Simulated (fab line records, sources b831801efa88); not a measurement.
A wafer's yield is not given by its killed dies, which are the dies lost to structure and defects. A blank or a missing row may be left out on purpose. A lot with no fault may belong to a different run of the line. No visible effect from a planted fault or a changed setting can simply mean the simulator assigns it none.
2 desks looking at one fault + flow sfq-line + every desk sees just its own numbers, and what lay behind them comes last

## FOR THE TOOL OWNER'S DESK: litho-track-02
The tool's own readings at SFQ_TRILAYER_I1_VIA_LITHO_PEB_052 (peb time 60 s): means of the sampled wafers that have a number, for each lot that ran on this tool. A lot is out of limits, marked OUT, if its mean lies more than 4 standard deviations from the usual mean; the brackets give that distance.
Columns: A = chill-plate-temp-C at SFQ_TRILAYER_I1_VIA_LITHO_PEB_052, usual 23.00 C; B = exhaust-pa at SFQ_TRILAYER_I1_VIA_LITHO_PEB_052, usual 44.7 Pa
| lot  | first seen here | A     | B    |
|------|-----------------|-------|------|
| L759 | day 16 20:58    | 22.97 | 43.8 |
| L760 | day 17 10:09    | 23.06 | 45.8 |
| L763 | day 18 21:43    | 23.12 | 45.6 |
| L770 | day 21 08:58    | 22.99 | 44.8 |
| L777 | day 22 20:58    | 23.03 | 44.7 |
| L778 | day 22 22:11    | 23.03 | 45.0 |
This desk's verdict: no lot among the 6 shows anything out of limits.

## METROLOGY DESK
Means of the sampled wafers that have a number, per lot and without regard to the tool the lot ran on: this is what the gauges read. A lot is out of limits, marked OUT, if its mean lies more than 4 standard deviations from the usual mean; the brackets give that distance.
Columns: A = INCOMING_BOW at SFQ_INCOMING_BOW_MEAS_900, usual 1 um; B = C5_OVL at SFQ_C5_OVL_MEAS_937, usual -1 nm
| lot  | first seen here | A  | B  |
|------|-----------------|----|----|
| L759 | day 1 10:01     | 6  | 1  |
| L760 | day 1 15:00     | 5  | 6  |
| L762 | day 2 01:00     | -3 | -0 |
| L763 | day 2 06:01     | 0  | 3  |
| L764 | day 2 11:02     | -1 | -1 |
| L767 | day 3 02:01     | 3  | -  |
| L768 | day 3 07:00     | 8  | -  |
| L769 | day 3 12:02     | 1  | -  |
| L770 | day 3 17:01     | -3 | 0  |
| L776 | day 4 23:00     | 3  | -4 |
| L777 | day 5 04:01     | -2 | -3 |
| L778 | day 5 09:02     | 3  | -5 |
| L780 | day 5 19:00     | -7 | -6 |
| L781 | day 6 00:02     | 7  | -2 |
| L782 | day 6 05:00     | 5  | -5 |
This desk's verdict: no lot among the 15 shows anything out of limits.

## BROUGHT TOGETHER
The tool owner's desk saw nothing out of limits.
At the metrology desk, nothing out of limits was observed.

## WHAT WAS PUT IN BY THE SIMULATOR
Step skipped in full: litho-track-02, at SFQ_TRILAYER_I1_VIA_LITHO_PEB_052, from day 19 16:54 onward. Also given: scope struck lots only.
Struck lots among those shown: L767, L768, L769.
